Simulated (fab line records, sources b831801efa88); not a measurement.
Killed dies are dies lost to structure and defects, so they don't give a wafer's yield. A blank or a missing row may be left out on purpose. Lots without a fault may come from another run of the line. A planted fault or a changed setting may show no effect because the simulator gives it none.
Chamber matching | flow sky130 | SKY_CAPM_CVD_00 on pecvd-01: 3 sister chambers
The step deposits SiO2, target thk 15.5 nm. 3 wafers are shown with their chamber, then 10 later ones without.

WAFERS WITH THEIR CHAMBER
wafer  | chamber | heater_power_w (W)
L088.4 | 1       | 657
L088.6 | 2       | 808
L090.4 | 0       | 782

WAFERS WITHOUT THEIR CHAMBER
wafer  | heater_power_w (W)
L090.5 | 736
L093.2 | 697
L093.5 | 850
L093.6 | 752
L095.1 | 756
L095.4 | 876
L095.5 | 751
L097.3 | 906
L097.4 | 891
L097.6 | 630

WHICH CHAMBER EACH WENT THROUGH
wafer  | from the rows above          | in truth
L090.5 | can't be placed: 0 or 2 or 1 | 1
L093.2 | can't be placed: 1 or 0 or 2 | 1
L093.5 | can't be placed: 2 or 0      | 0
L093.6 | can't be placed: 0 or 2 or 1 | 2
L095.1 | can't be placed: 0 or 2 or 1 | 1
L095.4 | can't be placed: 2 or 0      | 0
L095.5 | can't be placed: 0 or 2 or 1 | 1
L097.3 | can't be placed: 2 or 0      | 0
L097.4 | can't be placed: 2 or 0      | 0
L097.6 | 1                            | 1
Placed correctly: 1 of 10. Can't be placed from these rows: 9 (the true chamber is among the candidates in 9). Placed wrongly: 0.
How it was worked out, from the rows above alone: a wafer's distance from a chamber is the root of the sum, over the readings, of the square of ((its reading less the chamber's mean) divided by the reading's scatter). The wafer belongs to the nearest chamber; if the next one is less than 2 further off, it can't be placed. A chamber's mean is the mean of its shown wafers. The scatter: with one shown wafer a chamber, the root of the mean of the squares of how far each hidden wafer lies from its nearest shown one.
